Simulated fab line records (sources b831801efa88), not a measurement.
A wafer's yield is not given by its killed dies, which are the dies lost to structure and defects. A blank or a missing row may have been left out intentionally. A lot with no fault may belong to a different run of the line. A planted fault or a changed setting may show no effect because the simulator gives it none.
A struck lot beside a sound one | flow sky130 | 31 steps out of a route of 708
Sound: wafers L459.3, L459.5, L459.6. Wafers struck: L470.1, L470.2, L470.6. At the end, the cause is stated.
At each step with rows: each side's tool, then ch and its chambers, then its first start. Under that, the readings that differ: sound wafers | struck wafers | difference of the means | sigmas: that difference in standard deviations of wafers without a fault.
alike: words and numbers the same on both sides, and readings whose means are apart by under 2 such deviations; not compared: readings that were withheld, readings missing a value for some wafer, numbers with overlapping values and no deviation given by the record, and bounds like >300 which may hide the same value.
Wherever a step has rows on one side only, a row that says differs or no value, or a row with sigmas, the two part there. When numbers do not overlap yet have no deviation, they are printed without sigmas and do not part them. A reading missing from all wafers of one side parts the sides only when that side holds two or more wafers.

first, 3 steps without rows for these wafers: SKY_POLY_CUT_EXPOSE_05 (exposes mask NPCM, target cd 270 nm); SKY_POLY_CUT_PEB_06; SKY_POLY_CUT_DEVELOP_07 (develop time 60 s).
SKY_POLY_CUT_CD_MEAS_08: the cd target is 270 nm.
  sound on cdSem-01, day 23 15:49; struck on cdSem-01, day 28 05:58
  alike: cdNm
SKY_POLY_CUT_OVL_MEAS_09:
  sound on overlay-01, day 23 15:55; struck on overlay-01, day 28 06:05
  alike: POLY_CUT_OVL
SKY_POLY_CUT_ETCH_10: etches BARC in N2/H2, stops on SiO2, time 45.9 s, target depth 60 nm.
  sound on rieDiel-01 ch 1,2, day 23 15:56; struck on rieDiel-04 ch 1,2, day 28 06:08
  alike: drypumpMotorCurrentA, h2FlowSccm, oesProductAu, throttleValvePct
  not compared: rfHoursCounterH
SKY_POLY_CUT_ETCH_11: etches Si3N4 in CF4/CH2F2/Ar, stops on poly-Si, time 42.5 s, target depth 60 nm.
  sound on rieDiel-01 ch 1,2, day 23 15:59; struck on rieDiel-04 ch 1,2, day 28 06:10
  alike: drypumpMotorCurrentA, oesProductAu, throttleValvePct
  not compared: rfHoursCounterH
SKY_POLY_CUT_STRIP_12: strips in O2/N2.
  sound on plasmaAsher-04 ch 0,1, day 23 16:03; struck on plasmaAsher-01 ch 0,1, day 28 06:13
  alike: drypumpMotorCurrentA, o2FlowSccm, oesProductAu, stripTimeToEndpointS
  not compared: rfHoursCounterH
then, 4 steps without rows for these wafers: SKY_SD_P_DEHYDRATE_00 (time 60 s); SKY_SD_P_HMDS_01 (prime time 60 s); SKY_SD_P_COAT_02 (resist thk 1140 nm); SKY_SD_P_SOFTBAKE_03 (time 60 s).
SKY_SD_P_EXPOSE_04: exposes mask PSDM, target cd 380 nm.
  sound on ilineStepper-02 ch 0, day 24 06:58; struck on ilineStepper-01 ch 0, day 28 20:40
reading | sound                | struck               | difference | sigmas
mask    | PSDM#0 PSDM#0 PSDM#0 | URPM#0 URPM#0 URPM#0 | differs    | 
  alike: stageVelMmS
then, 2 steps without rows for these wafers: SKY_SD_P_PEB_05; SKY_SD_P_DEVELOP_06 (develop time 60 s).
SKY_SD_P_CD_MEAS_07: the cd target is 380 nm.
  sound on cdSem-02, day 24 21:14; struck on cdSem-01, day 29 10:26
reading   | sound             | struck | difference                    | sigmas
cdNm (nm) | 379.8 382.4 382.0 | - - -  | no value on the struck wafers | 
SKY_SD_P_OVL_MEAS_08:
  sound on overlay-02, day 24 21:19; struck on overlay-01, day 29 10:34
reading       | sound        | struck | difference                    | sigmas
SD_P_OVL (nm) | -0.5 0.9 0.1 | - - -  | no value on the struck wafers | 
after that, 1 step had no rows for these wafers: SKY_SD_P_IMPLANT_09.
SKY_SD_P_STRIP_10: strips in O2/N2.
  sound on plasmaAsher-03 ch 0,1, day 24 21:32; struck on plasmaAsher-04 ch 0,1, day 29 10:45
  alike: drypumpMotorCurrentA, o2FlowSccm, oesProductAu, stripTimeToEndpointS
  not compared: rfHoursCounterH
SKY_SD_P_TW_MEAS_11:
  sound on filmMetro-04, day 24 21:37; struck on filmMetro-02, day 29 10:51
reading | sound          | struck   | difference | sigmas
SD_P_TW | 2805 2789 2805 | 30 30 30 | -2770      | -73
then, 8 steps without rows for these wafers: SKY_RES_XHIGH_DEHYDRATE_00 (time 60 s); SKY_RES_XHIGH_HMDS_01 (prime time 60 s); SKY_RES_XHIGH_COAT_02 (resist thk 1140 nm); SKY_RES_XHIGH_SOFTBAKE_03 (time 60 s); SKY_RES_XHIGH_EXPOSE_04 (exposes mask URPM, target cd 1270 nm); SKY_RES_XHIGH_PEB_05; SKY_RES_XHIGH_DEVELOP_06 (develop time 60 s); SKY_RES_XHIGH_IMPLANT_07.
SKY_RES_XHIGH_STRIP_08: strips in O2/N2.
  sound on plasmaAsher-04 ch 0,1, day 26 03:18; struck on plasmaAsher-02 ch 0,1, day 30 14:08
  alike: drypumpMotorCurrentA, o2FlowSccm, oesProductAu, stripTimeToEndpointS
  not compared: rfHoursCounterH
SKY_RES_XHIGH_TW_MEAS_09:
  sound on filmMetro-04, day 26 03:23; struck on filmMetro-04, day 30 14:14
reading      | sound          | struck         | difference | sigmas
RES_XHIGH_TW | 1617 1611 1618 | 2861 2851 2837 | +1234      | +56
then, 1 step without rows for these wafers: SKY_SD_N_DEHYDRATE_00 (time 60 s).

## WHERE THEY PART
Last at SKY_RES_XHIGH_TW_MEAS_09 as far as this record goes, first at SKY_SD_P_EXPOSE_04.

WHY: the cause the simulator had injected
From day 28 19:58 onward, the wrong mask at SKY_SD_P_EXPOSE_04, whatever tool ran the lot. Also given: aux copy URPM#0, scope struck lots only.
